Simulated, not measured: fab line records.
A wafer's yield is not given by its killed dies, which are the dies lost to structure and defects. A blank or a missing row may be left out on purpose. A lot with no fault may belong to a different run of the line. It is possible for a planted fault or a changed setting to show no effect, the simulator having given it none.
What tool caused it?	flow gf180mcu	12 lots with 36 wafers sampled at 2 steps, on a route of 602 steps

WHAT THE GAUGES READ, wafer by wafer
GF_POLY_GATE_THK_MEAS_01. Usual: POLY_GATE_CVD_00_THK typically reads 199.8 nm, with standard deviation 2.7.
lot	measured	on	POLY_GATE_CVD_00_THK (nm)	flag
L340	day 9 04:44	film-metro-02	204.3 205.1 204.2	
L341	day 9 08:41	film-metro-01	201.6 203.4 202.6	
L342	day 9 14:59	film-metro-02	200.1 202.6 201.8	
L343	day 9 22:55	film-metro-02	197.5 199.5 197.5	
L345	day 10 16:32	film-metro-02	201.3 200.4 199.8	
L347	day 11 03:34	film-metro-01	179.5 180.7 180.4	OFF
L348	day 11 14:31	film-metro-04	175.9 178.8 177.6	OFF
L349	day 11 18:35	film-metro-01	178.6 180.6 178.7	OFF
L358	day 14 08:05	film-metro-01	198.8 199.1 199.2	
L359	day 14 13:52	film-metro-04	202.9 202.7 200.9	
L360	day 15 00:22	film-metro-01	203.1 205.5 203.3	
L361	day 15 02:49	film-metro-04	202.8 200.6 200.8	

WHAT TOOL EACH LOT RAN ON (gives the tool, then ch and the chambers of the sampled wafers, and finally the start)
lot	GF_POLY_GATE_CVD_00
L340	lpcvd-02 ch 0, day 9 03:23
L341	lpcvd-01 ch 0, day 9 07:20
L342	lpcvd-01 ch 0, day 9 13:38
L343	lpcvd-02 ch 0, day 9 21:34
L345	lpcvd-02 ch 1, day 10 15:11
L347	lpcvd-02 ch 1, day 11 02:14
L348	lpcvd-02 ch 1, day 11 13:11
L349	lpcvd-02 ch 0, day 11 17:16
L358	lpcvd-02 ch 1, day 14 06:44
L359	lpcvd-01 ch 0, day 14 12:31
L360	lpcvd-01 ch 0, day 14 23:01
L361	lpcvd-02 ch 1, day 15 01:29
- GF_POLY_GATE_CVD_00: deposits poly-Si, target thk 200 nm, time 1200 s.

WHAT THE TOOLS THEMSELVES READ (means of the sampled wafers that have a number; where no wafer has one, the mark that the record gives instead)
GF_POLY_GATE_CVD_00. Usual: pressure-mtorr reads 200.0 mTorr (standard deviation 0.38).
lot	tool	pressure-mtorr (mTorr)	flag
L340	lpcvd-02	200.2	
L341	lpcvd-01	200.0	
L342	lpcvd-01	200.0	
L343	lpcvd-02	200.1	
L345	lpcvd-02	199.8	
L347	lpcvd-02	159.6	OFF
L348	lpcvd-02	160.6	OFF
L349	lpcvd-02	160.3	OFF
L358	lpcvd-02	199.7	
L359	lpcvd-01	200.0	
L360	lpcvd-01	199.7	
L361	lpcvd-02	200.0	

THE ANSWER, worked out from the rows above alone
Rule: lot off if the mean of its wafers having a number is beyond 3 standard deviations from the usual mean. Also off: a lot with no number at a reading for which 4 or more lots have one. All remaining lots with rows at the step are treated as sound. The gauges are gone through in route order, then the tools' own readings, and for those a lot's mean is taken as printed above. The first step at which some lot is off is used, and at that step the reading that is off furthest; a lot without a number counts as furthest.
Off: L347, L348, L349, at GF_POLY_GATE_THK_MEAS_01 (POLY_GATE_CVD_00_THK).
If a tool, at a process step before that reading, ran all the lots that are off and no sound lot after the first of them, it fits. The gauges at GF_POLY_GATE_THK_MEAS_01 aren't tried: what is off there is off at GF_POLY_GATE_CVD_00 too, on other tools, and a gauge's error can't cause that. None of those tried fits.

WHAT THE SIMULATOR HAD INSERTED
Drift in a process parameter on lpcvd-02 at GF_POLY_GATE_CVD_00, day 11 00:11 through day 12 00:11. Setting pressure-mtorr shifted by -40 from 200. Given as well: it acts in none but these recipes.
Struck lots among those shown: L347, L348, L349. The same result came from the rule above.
